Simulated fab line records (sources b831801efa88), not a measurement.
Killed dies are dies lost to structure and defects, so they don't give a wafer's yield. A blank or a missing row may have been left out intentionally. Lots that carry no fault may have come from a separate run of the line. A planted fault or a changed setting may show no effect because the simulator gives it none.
The tool behind it: which one? + flow sky130 + 14 lots, 42 wafers sampled, at 3 steps of a route of 708

## WHAT THE GAUGES SHOWED, per wafer
No reading from a measuring or inspecting step in the record can be judged against a usual standard deviation.

## TOOL THAT RAN EACH LOT (tool first, then ch and the chambers of the sampled wafers, then the start)
| lot  | SKY_CONTACT_ETCH_16               | SKY_CONTACT_STRIP_19                | SKY_PAD_OPEN_PROBE_99   |
|------|-----------------------------------|-------------------------------------|-------------------------|
| L845 | rieDiel-03 ch 2,3, day 31 15:05   | plasmaAsher-03 ch 0,1, day 31 15:15 | -                       |
| L846 | rieDiel-04 ch 2,3, day 32 07:53   | plasmaAsher-01 ch 0,1, day 32 08:01 | -                       |
| L849 | rieDiel-01 ch 2,3, day 33 08:56   | plasmaAsher-02 ch 0,1, day 33 09:04 | -                       |
| L850 | rieDiel-03 ch 0,3, day 33 15:56   | plasmaAsher-02 ch 0,1, day 33 16:04 | -                       |
| L852 | rieDiel-01 ch 0,1, day 33 21:44   | plasmaAsher-03 ch 0,1, day 33 21:54 | -                       |
| L851 | rieDiel-04 ch 0,2, day 33 21:48   | plasmaAsher-01 ch 0,1, day 33 21:56 | -                       |
| L853 | rieDiel-01 ch 0,1,2, day 34 11:49 | plasmaAsher-02 ch 0,1, day 34 11:58 | -                       |
| L855 | rieDiel-03 ch 0,1,2, day 35 07:51 | plasmaAsher-02 ch 0, day 35 07:59   | -                       |
| L856 | rieDiel-03 ch 0,1,3, day 36 13:45 | plasmaAsher-03 ch 0,1, day 36 13:55 | -                       |
| L861 | rieDiel-01 ch 0,1,2, day 36 19:24 | plasmaAsher-02 ch 1, day 36 19:32   | prober-01, day 49 17:28 |
| L860 | rieDiel-01 ch 0,1,2, day 37 01:00 | plasmaAsher-02 ch 0,1, day 37 01:08 | prober-02, day 49 19:01 |
| L864 | rieDiel-03 ch 0,1, day 37 15:51   | plasmaAsher-02 ch 0,1, day 37 15:59 | -                       |
| L866 | rieDiel-04 ch 1,3, day 38 06:14   | plasmaAsher-01 ch 0,1, day 38 06:26 | -                       |
| L867 | rieDiel-03 ch 0,2, day 38 17:32   | plasmaAsher-03 ch 1, day 38 17:40   | -                       |
- SKY_CONTACT_ETCH_16: etches BARC in N2/H2, stops on SiO2, time 45.9 s, target depth 60 nm.
- SKY_CONTACT_STRIP_19: strips in O2/N2.
- SKY_PAD_OPEN_PROBE_99

## WHAT THE TOOLS THEMSELVES READ (means of the sampled wafers that have a number; where no wafer has one, the mark that the record gives instead)
SKY_CONTACT_ETCH_16.
| lot  | tool       | drypumpMotorCurrentA (A) | h2FlowSccm (sccm) | oesProductAu (a.u.) | throttleValvePct (%) |
|------|------------|--------------------------|-------------------|---------------------|----------------------|
| L845 | rieDiel-03 | 5.3                      | 200.2             | 0.855               | 13.225               |
| L846 | rieDiel-04 | 5.9                      | 200.4             | 0.855               | 13.222               |
| L849 | rieDiel-01 | 5.6                      | 200.1             | 0.854               | 13.220               |
| L850 | rieDiel-03 | 5.2                      | 200.0             | 0.857               | 13.222               |
| L852 | rieDiel-01 | 5.6                      | 200.3             | 0.855               | 13.220               |
| L851 | rieDiel-04 | 6.2                      | 200.0             | 0.853               | 13.220               |
| L853 | rieDiel-01 | 5.5                      | 200.4             | 0.856               | 13.229               |
| L855 | rieDiel-03 | 5.3                      | 200.2             | 0.850               | 13.230               |
| L856 | rieDiel-03 | 5.4                      | 199.5             | 0.856               | 13.217               |
| L861 | rieDiel-01 | 5.4                      | 199.7             | 0.854               | 13.224               |
| L860 | rieDiel-01 | 5.4                      | 200.0             | 0.856               | 13.221               |
| L864 | rieDiel-03 | 5.1                      | 199.2             | 0.853               | 13.233               |
| L866 | rieDiel-04 | 5.3                      | 199.6             | 0.859               | 13.219               |
| L867 | rieDiel-03 | 4.9                      | 199.6             | 0.857               | 13.227               |

SKY_CONTACT_STRIP_19.
| lot  | tool           | drypumpMotorCurrentA (A) | oesProductAu (a.u.) | stripTimeToEndpointS (s) |
|------|----------------|--------------------------|---------------------|--------------------------|
| L845 | plasmaAsher-03 | 5.0                      | 0.380               | 3.63                     |
| L846 | plasmaAsher-01 | 5.9                      | 0.385               | 3.60                     |
| L849 | plasmaAsher-02 | 5.6                      | 0.382               | 3.65                     |
| L850 | plasmaAsher-02 | 5.7                      | 0.384               | 3.65                     |
| L852 | plasmaAsher-03 | 5.0                      | 0.389               | 3.67                     |
| L851 | plasmaAsher-01 | 6.0                      | 0.383               | 3.61                     |
| L853 | plasmaAsher-02 | 5.7                      | 0.384               | 3.66                     |
| L855 | plasmaAsher-02 | 5.8                      | 0.376               | 3.63                     |
| L856 | plasmaAsher-03 | 5.0                      | 0.381               | 3.60                     |
| L861 | plasmaAsher-02 | 5.5                      | 0.367               | 3.35                     |
| L860 | plasmaAsher-02 | 5.7                      | 0.369               | 3.33                     |
| L864 | plasmaAsher-02 | 5.7                      | 0.382               | 3.63                     |
| L866 | plasmaAsher-01 | 5.9                      | 0.383               | 3.58                     |
| L867 | plasmaAsher-03 | 5.2                      | 0.379               | 3.63                     |

SKY_PAD_OPEN_PROBE_99.
| lot  | tool      | killed_at_M0_to_M3 | killed_at_M4_up | killedAtContacts | killedAtFrontEnd | killedAtOther | killedDies | killedOpen | killedShort |
|------|-----------|--------------------|-----------------|------------------|------------------|---------------|------------|------------|-------------|
| L861 | prober-01 | 31                 | 4.5             | 21               | 16               | 0.0           | 73         | 42         | 31          |
| L860 | prober-02 | 33                 | 3.0             | 24               | 14               | 1.0           | 75         | 43         | 32          |

## THE ANSWER, worked out from the rows above alone
Rule: what is usual is taken from the lots themselves. The widest of any qualifying gaps counts: lots, ordered by their means at a reading, are off when they make up no more than a third of the lots, leave a main group of 4 or more, and stand apart from it by 3 or more times the standard deviation of that group's means. The tables above print the reading to a certain number of digits; a main group whose means all agree to those digits is not used. A lot without any number at a reading at which 4 lots or more have one is off too. The other lots that the step has rows for count as sound. The gauges are gone through in route order, then the tools' own readings, and for those a lot's mean is taken as printed above. At the first step where some lot is off, the reading lying furthest off is the one used; lots without a number count as furthest.
Off: L861, L860, at SKY_CONTACT_STRIP_19 (stripTimeToEndpointS). Mean 3.63 s and standard deviation 0.026 in the main group.
A tool fits if, at that step or a process step before it, it ran every lot that is off, and no sound lot after the first of them. One fits: rieDiel-01 at SKY_CONTACT_ETCH_16. A fault onset in the window from L853 (day 34 11:49, its last sound lot) to L861 (day 36 19:24, its first lot off) fits.

## WHAT HAD BEEN PUT IN BY THE SIMULATOR
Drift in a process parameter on rieDiel-01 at SKY_CONTACT_ETCH_16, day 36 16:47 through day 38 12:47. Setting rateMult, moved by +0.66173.
Lots struck among those shown: L861, L860. The rule above reached the same finding.
